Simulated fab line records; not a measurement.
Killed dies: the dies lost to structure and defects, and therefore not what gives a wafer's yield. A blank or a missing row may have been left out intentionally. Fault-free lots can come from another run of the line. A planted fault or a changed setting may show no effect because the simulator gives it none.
Which tool did it? | flow sky130 | 11 lots with 33 wafers sampled at 3 steps, on a route of 708 steps

## WHAT THE GAUGES READ, wafer by wafer
SKY_VIA4_OVL_MEAS_11. Usual: VIA4_OVL gives 0.1 nm (standard deviation 1.6).
lot  | measured     | on         | VIA4_OVL (nm)  | flag
L838 | day 43 01:58 | overlay-02 | -2.0 0.0 -1.3  |
L840 | day 44 00:47 | overlay-02 | 0.4 -0.1 0.5   |
L844 | day 44 21:52 | overlay-01 | -1.3 -1.3 -1.8 |
L845 | day 45 00:26 | overlay-02 | 3.2 3.0 0.7    |
L847 | day 45 14:53 | overlay-02 | 2.5 2.2 4.6    |
L851 | day 46 22:52 | overlay-01 | -0.5 -0.7 -1.4 |
L852 | day 46 23:50 | overlay-01 | 2.1 2.2 3.3    |
L857 | day 48 03:03 | overlay-02 | 3.1 3.4 2.8    |
L858 | day 48 06:56 | overlay-01 | -1.2 -0.7 -1.5 |
L859 | day 48 16:37 | overlay-02 | 1.3 0.9 0.9    |
L861 | day 48 23:34 | overlay-01 | 0.9 -0.9 0.4   |

## TOOL THAT RAN EACH LOT (tool first, then ch and the chambers of the sampled wafers, then the start)
lot  | SKY_METAL2_DESCUM_17              | SKY_VIA2_STRIP_16
L838 | rie_metal-04 ch 0,1, day 35 08:35 | plasma_asher-02 ch 0,1, day 36 13:20
L840 | rie_metal-04 ch 0,1, day 36 11:58 | plasma_asher-02 ch 0,1, day 37 15:32
L844 | rie_metal-02 ch 0,1, day 37 12:37 | plasma_asher-02 ch 0,1, day 38 15:23
L845 | rie_metal-01 ch 0,1, day 37 15:25 | plasma_asher-04 ch 0,1, day 38 17:57
L847 | rie_metal-01 ch 0,1, day 38 12:28 | plasma_asher-02 ch 0,1, day 39 14:45
L851 | rie_metal-01 ch 0, day 39 22:18   | plasma_asher-01 ch 0,1, day 41 00:23
L852 | rie_metal-04 ch 0,1, day 39 23:45 | plasma_asher-01 ch 0,1, day 41 01:53
L857 | rie_metal-02 ch 0, day 41 08:56   | plasma_asher-02 ch 0,1, day 42 09:14
L858 | rie_metal-01 ch 0,1, day 41 13:15 | plasma_asher-02 ch 0,1, day 42 14:32
L859 | rie_metal-02 ch 0,1, day 42 01:37 | plasma_asher-02 ch 0,1, day 43 02:44
L861 | rie_metal-02 ch 0,1, day 42 09:26 | plasma_asher-02 ch 1, day 43 10:38
- SKY_METAL2_DESCUM_17: chemistry O2, time 8 s.
- SKY_VIA2_STRIP_16: strips in O2/N2.

## WHAT THE TOOLS THEMSELVES READ (means of the sampled wafers that have a number; where no wafer has one, the mark that the record gives instead)
SKY_METAL2_DESCUM_17. Usual: drypump_motor_current_A 6.0 A, standard deviation 0.4; oes_product_au 0.998 a.u., standard deviation 0.0095; temp_c 39.99 C, standard deviation 0.11.
lot  | tool         | drypump_motor_current_A (A) | oes_product_au (a.u.) | temp_c (C) | flag
L838 | rie_metal-04 | 6.0                         | 1.008                 | 40.00      |
L840 | rie_metal-04 | 6.0                         | 1.004                 | 39.94      |
L844 | rie_metal-02 | 6.0                         | 0.995                 | 40.14      |
L845 | rie_metal-01 | 5.7                         | 0.990                 | 40.04      |
L847 | rie_metal-01 | 5.7                         | 0.991                 | 40.12      |
L851 | rie_metal-01 | 6.4                         | 0.990                 | 39.97      |
L852 | rie_metal-04 | 6.0                         | 1.010                 | 40.00      |
L857 | rie_metal-02 | 6.3                         | 0.996                 | 40.07      |
L858 | rie_metal-01 | 5.7                         | 0.991                 | 39.99      |
L859 | rie_metal-02 | 5.8                         | 0.997                 | 39.91      |
L861 | rie_metal-02 | 6.0                         | 0.994                 | 40.01      |

SKY_VIA2_STRIP_16. Usual: chamber_pressure_mTorr 1499.9 mTorr, standard deviation 1.4; drypump_motor_current_A 5.59 A, standard deviation 0.28; oes_product_au 0.399 a.u., standard deviation 0.0047; strip_time_to_endpoint_s 4.053 s, standard deviation 0.021.
lot  | tool            | chamber_pressure_mTorr (mTorr) | drypump_motor_current_A (A) | oes_product_au (a.u.) | strip_time_to_endpoint_s (s) | flag
L838 | plasma_asher-02 | 1499.8                         | 5.42                        | 0.401                 | 4.072                        |
L840 | plasma_asher-02 | 1500.3                         | 5.68                        | 0.403                 | 4.014                        |
L844 | plasma_asher-02 | 1500.0                         | 5.43                        | 0.401                 | 4.037                        |
L845 | plasma_asher-04 | 1500.4                         | 5.52                        | 0.393                 | 4.041                        |
L847 | plasma_asher-02 | 1499.2                         | 5.69                        | 0.407                 | 4.067                        |
L851 | plasma_asher-01 | 1500.8                         | 5.57                        | 0.399                 | 4.068                        |
L852 | plasma_asher-01 | 1500.8                         | 5.67                        | 0.394                 | 4.042                        |
L857 | plasma_asher-02 | 1498.5                         | 5.45                        | 0.399                 | 4.059                        |
L858 | plasma_asher-02 | 1502.2                         | 5.69                        | 0.404                 | 4.036                        |
L859 | plasma_asher-02 | 1498.1                         | 5.67                        | 0.400                 | 4.026                        |
L861 | plasma_asher-02 | 1501.8                         | 5.93                        | 0.396                 | 4.046                        |

## THE ANSWER, worked out from the rows above alone
Rule: a lot counts as off when the mean over its wafers that have a number is more than 3 standard deviations away from the usual mean. A lot without any number at a reading at which 4 lots or more have one is off too. The other lots that the step has rows for count as sound. First the gauges in route order, then the tools' own readings, where a lot's mean is used as printed above. At the first step where some lot is off, the reading lying furthest off is the one used; lots without a number count as furthest.
No lot is off on any of the readings shown, so nothing can be concluded from this.

## WHAT WAS PUT IN BY THE SIMULATOR
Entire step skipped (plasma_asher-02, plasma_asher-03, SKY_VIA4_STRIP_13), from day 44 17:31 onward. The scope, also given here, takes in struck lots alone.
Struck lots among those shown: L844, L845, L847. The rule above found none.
